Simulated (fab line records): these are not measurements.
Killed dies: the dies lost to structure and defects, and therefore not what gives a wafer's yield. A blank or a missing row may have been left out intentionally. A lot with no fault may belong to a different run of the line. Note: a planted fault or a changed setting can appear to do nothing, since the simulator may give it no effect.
Matching of chambers | flow gf180mcu | 3 sister chambers for GF_PASSIVATION_CVD_02 on pecvd-01
The step deposits Si3N4, target thk 700 nm, time 486.18 s. 14 wafers are shown with their chamber, then 7 later ones without.

WAFERS PAIRED WITH THEIR CHAMBERS
wafer  | chamber | heater power w (W) | susceptor temp C (C)
L316.1 | 0       | 672                | 399.71
L316.2 | 1       | 869                | 399.92
L316.4 | 1       | 845                | 399.98
L317.1 | 0       | 770                | 399.95
L317.5 | 0       | 774                | 400.20
L317.6 | 1       | 893                | 400.24
L318.1 | 1       | 845                | 399.88
L318.3 | 0       | 722                | 400.06
L318.6 | 1       | 892                | 399.80
L330.2 | 2       | 737                | 399.68
L330.4 | 0       | 788                | 399.82
L330.6 | 0       | 643                | 400.03
L333.1 | 0       | 756                | 400.29
L333.5 | 0       | 631                | 400.09

SIGNATURES (means of the wafers above)
reading          | chamber 0 | chamber 1 | chamber 2 | scatter within a chamber
heater power w   | 719.50    | 868.80    | 737.00    | 52
susceptor temp C | 400.0188  | 399.9640  | 399.6800  | 0.182
Rule: a wafer lies at a distance from a chamber equal to the root of the sum of squares, over the readings, of (its reading less the chamber's mean, divided by the reading's scatter). The wafer belongs to the nearest chamber; if the next one is less than 2 further off, it can't be placed. The scatter: take each reading less its chamber's mean, square it, sum over the shown wafers, divide by the number of wafers less the number of chambers, and take the root.

WAFERS MISSING THEIR CHAMBER
wafer  | heater power w (W) | susceptor temp C (C)
L333.6 | 714                | 400.21
L336.1 | 786                | 400.25
L336.5 | 784                | 399.85
L336.6 | 853                | 399.89
L338.1 | 780                | 399.89
L338.5 | 875                | 400.14
L338.6 | 615                | 399.86

CHAMBER TAKEN BY EACH
wafer  | from the rows above          | in truth
L333.6 | can't be placed: 0 or 2      | 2
L336.1 | can't be placed: 0 or 1 or 2 | 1
L336.5 | can't be placed: 2 or 0 or 1 | 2
L336.6 | 1                            | 1
L338.1 | can't be placed: 0 or 2 or 1 | 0
L338.5 | 1                            | 1
L338.6 | can't be placed: 0 or 2      | 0
Correctly placed: 2 of 7. Not placeable from these rows: 5 (in 5, the candidates include the true chamber). 0 placed wrongly.
